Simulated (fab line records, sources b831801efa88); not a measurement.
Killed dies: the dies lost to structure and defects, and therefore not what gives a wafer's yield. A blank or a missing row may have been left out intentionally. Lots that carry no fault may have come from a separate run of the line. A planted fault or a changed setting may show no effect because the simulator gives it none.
A lot that was struck, set against a sound lot / flow sky130 / 23 out of 708 route steps
Sound: wafers L216.2, L216.3, L216.6. Struck: wafers L230.1, L230.2, L230.6. The cause comes at the end.
Each step with rows lists, per side, the tool, then ch with its chambers, then its first start. Under that, the readings that differ: sound wafers / struck wafers / difference of the means / sigmas: that difference in standard deviations of wafers without a fault.
alike: words and numbers the same on both sides, and readings whose means are apart by under 2 such deviations; not compared: readings that were withheld, readings missing a value for some wafer, numbers with overlapping values and no deviation given by the record, and bounds like >300 which may hide the same value.
Wherever a step has rows on one side only, a row that says differs or no value, or a row with sigmas, the two part there. When numbers do not overlap yet have no deviation, they are printed without sigmas and do not part them. A reading missing from all wafers of one side parts the sides only when that side holds two or more wafers.

first, 1 step without rows for these wafers: SKY_CAP2M_DEVELOP_11 (develop time 60 s).
SKY_CAP2M_OVL_MEAS_12:
  struck on overlay-01, day 45 05:18; sound on overlay-02, day 42 11:53
  alike: CAP2M_OVL
SKY_CAP2M_METAL_ETCH_13: etches TiN in Cl2/BCl3, stops on SiO2, target depth 220 nm, time 62.9 s.
  sound on rie_metal-01 ch 0,1, day 42 11:55; struck on rie_metal-01 ch 0,1, day 45 05:20
  alike: drypump_motor_current_A, oes_product_au, throttle_valve_pct
  not compared: rf_hours_counter_h
SKY_CAP2M_STRIP_14: strips in O2/N2.
  sound on plasma_asher-03 ch 0,1, day 42 11:59; struck on plasma_asher-03 ch 0,1, day 45 05:25
  alike: drypump_motor_current_A, n2_flow_sccm, oes_product_au, strip_time_to_endpoint_s
  not compared: rf_hours_counter_h
then, 8 steps without rows for these wafers: SKY_CAP2M_STRIP_15 (strips in post etch residue remover, time 1200 s); SKY_CAP2M_CLEAN_16 (cleans in IPA, time 180 s); SKY_CAP2M_CLEAN_17 (cleans in O3/DIW); SKY_METAL4_DEHYDRATE_05 (time 60 s); SKY_METAL4_HMDS_06 (prime time 60 s); SKY_METAL4_COAT_07 (resist thk 60 nm); SKY_METAL4_COAT_08 (resist thk 1140 nm); SKY_METAL4_SOFTBAKE_09 (time 90 s).
SKY_METAL4_EXPOSE_10: exposes mask MM4, target cd 300 nm.
  sound on krf_scanner-02 ch 0, day 42 23:46; struck on krf_scanner-01 ch 0, day 45 17:53
reading=exposure_dose_mJ_cm2; sound=27.975 27.984 28.002; struck=26.090 26.067 26.102; difference=-1.901; sigmas=-68
  alike: mask
then, 2 steps without rows for these wafers: SKY_METAL4_PEB_11; SKY_METAL4_DEVELOP_12 (develop time 60 s).
SKY_METAL4_CD_MEAS_13: the cd target is 300 nm.
  struck on cd_sem-02, day 46 03:39; sound on cd_sem-02, day 43 11:25
reading=cd_nm (nm); sound=300.3 299.3 300.3; struck=311.5 312.0 312.4; difference=+12.0; sigmas=+9
SKY_METAL4_OVL_MEAS_14:
  struck on overlay-02, day 46 03:46; sound on overlay-02, day 43 11:31
  alike: METAL4_OVL
SKY_METAL4_DESCUM_15: chemistry O2, time 8 s.
  sound on rie_metal-03 ch 0, day 43 11:33; struck on rie_metal-02 ch 1, day 46 03:48
reading=model.METAL4.cd_nm (nm); sound=299.8 298.4 299.4; struck=311.8 312.3 312.8; difference=+13.1; sigmas=
  alike: drypump_motor_current_A, oes_product_au
  not compared: rf_hours_counter_h
SKY_METAL4_ETCH_16: etches BARC in N2/H2, stops on SiO2, time 88.2 s, target depth 60 nm.
  sound on rie_metal-03 ch 0, day 43 11:35; struck on rie_metal-02 ch 1, day 46 03:52
reading=throttle_valve_pct (%); sound=13.219 13.203 13.212; struck=13.198 13.207 13.169; difference=-0.020; sigmas=-2
  alike: drypump_motor_current_A, n2_flow_sccm, oes_product_au
  not compared: rf_hours_counter_h
SKY_METAL4_ETCH_17: etches SiO2 in C4F8/O2/Ar, stops on TiN, time 3.9 s, target depth 15 nm.
  sound on rie_diel-03 ch 0,2, day 43 11:41; struck on rie_diel-03 ch 0,2,3, day 46 04:04
  alike: oes_product_au
  not compared: rf_hours_counter_h
SKY_METAL4_METAL_ETCH_18: etches the open film in Cl2/BCl3, stops on SiO2, target depth 845 nm, time 183.1 s.
  sound on rie_metal-02 ch 0,1, day 43 11:42; struck on rie_metal-03 ch 0,1, day 46 04:05
reading=model.METAL4.cd_nm (nm); sound=295.9 296.9 296.6; struck=325.4 312.4 313; difference=+20.5; sigmas=
  alike: drypump_motor_current_A, oes_product_au, throttle_valve_pct
  not compared: rf_hours_counter_h
SKY_METAL4_STRIP_19: strips in O2/N2.
  sound on plasma_asher-04 ch 0,1, day 43 11:53; struck on plasma_asher-02 ch 0,1, day 46 04:16
reading=drypump_motor_current_A (A); sound=6.0 6.0 6.0; struck=5.2 5.1 5.1; difference=-0.9; sigmas=-2
  alike: n2_flow_sccm, oes_product_au, strip_time_to_endpoint_s
  not compared: rf_hours_counter_h
-- the record jumps here: 3 days lie between the struck wafers' starts before and after (it left off in module METAL4 and takes up again in module PAD_OPEN, whose first step shown is number 708 of the route) --
SKY_PAD_OPEN_PROBE_99:
  struck on prober-01, day 49 15:40; sound on prober-01, day 47 07:13
reading=killed_at_other; sound=0 0 0; struck=0 1 2; difference=+1; sigmas=+2
reading=model.etest.met4.width_nm (nm); sound=296.6 295.6 291.9; struck=326.9 312.9 317.8; difference=+24.5; sigmas=
reading=model.etest.met4.line_ohm_um; sound=0.1439 0.1455 0.1459; struck=0.1325 0.1383 0.1362; difference=-0.0094; sigmas=
  alike: defect_limited_yield, killed_at_M0_to_M3, killed_at_M4_up, killed_at_contacts, killed_at_front_end, killed_dies, killed_open, killed_short, sort_bin_3_pad_short, sort_bin_5_function, sort_bin_6_memory, sort_n_pass, sort_yield_pct

## WHERE THEY PART
At SKY_METAL4_EXPOSE_10 first; at SKY_PAD_OPEN_PROBE_99 last (within this record only).

WHY: whatever the simulator had introduced
Process parameters drifting: krf_scanner-01 at SKY_METAL4_EXPOSE_10, beginning at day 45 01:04. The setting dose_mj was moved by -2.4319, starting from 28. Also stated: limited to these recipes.
